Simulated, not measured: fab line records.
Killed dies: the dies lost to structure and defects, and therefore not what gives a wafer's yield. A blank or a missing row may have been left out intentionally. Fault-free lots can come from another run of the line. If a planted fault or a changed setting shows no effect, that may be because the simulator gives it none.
What tool caused it? -- flow sky130 -- Sampling: 11 lots, 33 wafers, 2 of 708 route steps

WHAT THE GAUGES SHOWED, per wafer
SKY_CONTACT_CD_MEAS_14 targets a cd of 170 nm.
lot,measured,on,cd nm (nm)
L554,day 31 09:50,cd sem-01,171.8 170.1 171.6
L555,day 31 22:58,cd sem-02,169.9 169.5 169.7
L558,day 32 23:44,cd sem-01,169.6 170.1 169.3
L559,day 33 08:30,cd sem-01,170.7 171.0 170.7
L560,day 33 13:54,cd sem-02,169.8 170.0 169.4
L562,day 34 05:25,cd sem-02,168.2 168.1 167.4
L566,day 35 14:20,cd sem-01,169.2 169.0 168.9
L567,day 35 19:36,cd sem-02,176.2 176.4 175.9 177.1 176.0 175.9
L568,day 35 21:46,cd sem-02,176.6 177.3 177.8 176.9 177.6 178.2
L572,day 37 17:21,cd sem-01,169.4 171.3 171.3
L576,day 38 04:02,cd sem-02,169.9 171.2 170.8

WHAT TOOL EACH LOT RAN ON (gives the tool, then ch and the chambers of the sampled wafers, and finally the start)
lot,SKY_CONTACT_SOFTBAKE_10
L554,"litho track-02 ch 0, day 30 19:00"
L555,"litho track-01 ch 0, day 31 08:00"
L558,"litho track-04 ch 0, day 32 10:00"
L559,"litho track-02 ch 0, day 32 19:00"
L560,"litho track-02 ch 0, day 33 01:00"
L562,"litho track-04 ch 0, day 33 16:00"
L566,"litho track-04 ch 0, day 35 00:00"
L567,"litho track-02 ch 0, day 35 06:00"
L568,"litho track-02 ch 0, day 35 09:00"
L572,"litho track-04 ch 0, day 37 04:00"
L576,"litho track-01 ch 0, day 37 15:00"
- SKY_CONTACT_SOFTBAKE_10: time 90 s.

THE ANSWER, worked out from the rows above alone
Rule: the lots themselves supply what counts as usual. The widest of any qualifying gaps counts: lots, ordered by their means at a reading, are off when they make up no more than a third of the lots, leave a main group of 4 or more, and stand apart from it by 3 or more times the standard deviation of that group's means. Not used: any main group whose means are identical at the precision the tables above print for the reading. A lot without any number at a reading at which 4 lots or more have one is off too. Any other lot the step has rows for is counted as sound.
Off: L567, L568 (SKY_CONTACT_CD_MEAS_14, cd nm). The main group: mean 169.9 nm, standard deviation 0.97.
If a tool, at a process step before that reading, ran all the lots that are off and no sound lot after the first of them, it fits. Those tools and the gauges at SKY_CONTACT_CD_MEAS_14 are tried in the same way. One fits: SKY_CONTACT_SOFTBAKE_10 on litho track-02. A fault onset in the window from L560 (day 33 01:00, its last sound lot) to L567 (day 35 06:00, its first lot off) fits.

WHAT THE SIMULATOR PUT IN
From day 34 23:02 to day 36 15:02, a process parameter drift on litho track-02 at SKY_CONTACT_SOFTBAKE_10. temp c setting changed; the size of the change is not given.
Lots struck among those shown: L567, L568. Same finding as the rule above.
